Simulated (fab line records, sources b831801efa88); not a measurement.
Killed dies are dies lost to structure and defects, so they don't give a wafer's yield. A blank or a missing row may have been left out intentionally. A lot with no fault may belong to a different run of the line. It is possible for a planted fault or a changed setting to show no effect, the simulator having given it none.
Which tool is to blame? ; flow sky130 ; 10 lots with 30 wafers sampled at 3 steps, on a route of 708 steps

WHAT THE GAUGES SHOWED, per wafer
SKY_METAL2_THK_MEAS_06: measures by xrf. Usual: METAL2_ALCU_THK 249.7 nm, standard deviation 2.8.
lot;measured;on;METAL2_ALCU_THK (nm);flag
L548;day 33 15:02;filmMetro-02;246.6 249.8 248.8;
L552;day 36 17:01;filmMetro-04;250.2 249.0 248.6;
L553;day 37 00:49;filmMetro-01;251.6 248.7 249.6;
L555;day 37 08:46;filmMetro-04;245.3 250.6 248.8;
L554;day 37 10:14;filmMetro-04;244.5 247.4 248.4;
L563;day 39 12:35;filmMetro-01;251.9 253.8 248.0;
L562;day 39 16:28;filmMetro-01;251.5 256.0 251.4;
L564;day 40 02:29;filmMetro-02;244.3 248.5 245.9;
L566;day 40 08:29;filmMetro-01;253.3 253.7 252.6;
L569;day 40 19:02;filmMetro-02;249.2 251.6 249.9;

SKY_METAL2_CD_MEAS_15: target cd 140 nm. Usual: cdNm at 140.7 nm, with a standard deviation of 1.6.
lot;measured;on;cdNm (nm);flag
L548;day 34 18:28;cdSem-02;141.1 141.6 141.1;
L552;day 37 19:35;cdSem-01;142.6 142.7 143.3;
L553;day 38 02:39;cdSem-01;141.8 142.4 141.8;
L555;day 38 09:40;cdSem-01;140.2 140.4 141.2;
L554;day 38 11:49;cdSem-01;141.0 141.3 141.2;
L563;day 40 13:02;cdSem-02;138.4 139.2 137.6;
L562;day 40 16:20;cdSem-01;139.2 139.4 139.7;
L564;day 41 02:53;cdSem-01;140.6 140.2 142.7;
L566;day 41 08:44;cdSem-01;140.0 139.3 140.2;
L569;day 41 18:55;cdSem-01;140.2 139.7 139.7;

EACH LOT AND THE TOOL THAT RAN IT (in order: tool; ch and the chambers of the sampled wafers; start)
lot;SKY_METAL2_SPUTTER_02
L548;pvdSputter-01, day 33 14:49
L552;pvdSputter-01, day 36 16:49
L553;pvdSputter-03, day 37 00:36
L555;pvdSputter-03, day 37 08:32
L554;pvdSputter-02, day 37 10:01
L563;pvdSputter-02, day 39 12:22
L562;pvdSputter-02, day 39 16:15
L564;pvdSputter-02, day 40 02:17
L566;pvdSputter-02, day 40 08:16
L569;pvdSputter-03, day 40 18:49
- SKY_METAL2_SPUTTER_02: material AlCu, target thk 250 nm, time 13.3 s.

AS READ BY THE TOOLS THEMSELVES (means over the sampled wafers that have a number; for cases with no such wafer, the mark the record gives instead)
SKY_METAL2_SPUTTER_02. Usual: throttleValvePct at 29.7 %, with a standard deviation of 0.82.
lot;tool;throttleValvePct (%);flag
L548;pvdSputter-01;30.6;
L552;pvdSputter-01;29.8;
L553;pvdSputter-03;30.2;
L555;pvdSputter-03;29.8;
L554;pvdSputter-02;29.8;
L563;pvdSputter-02;29.5;
L562;pvdSputter-02;29.8;
L564;pvdSputter-02;29.4;
L566;pvdSputter-02;29.4;
L569;pvdSputter-03;30.1;

THE ANSWER, worked out from the rows above alone
Rule: lot off if the mean of its wafers having a number is beyond 3 standard deviations from the usual mean. A lot without any number at a reading at which 4 lots or more have one is off too. Any other lot the step has rows for is counted as sound. Order of review: gauges by route order, followed by the tools' own readings, for which a lot's mean as printed above is used. At the first step where some lot is off, the reading lying furthest off is the one used; lots without a number count as furthest.
Nothing can be told from this: no lot is off at any reading shown.

WHAT WAS PUT IN BY THE SIMULATOR
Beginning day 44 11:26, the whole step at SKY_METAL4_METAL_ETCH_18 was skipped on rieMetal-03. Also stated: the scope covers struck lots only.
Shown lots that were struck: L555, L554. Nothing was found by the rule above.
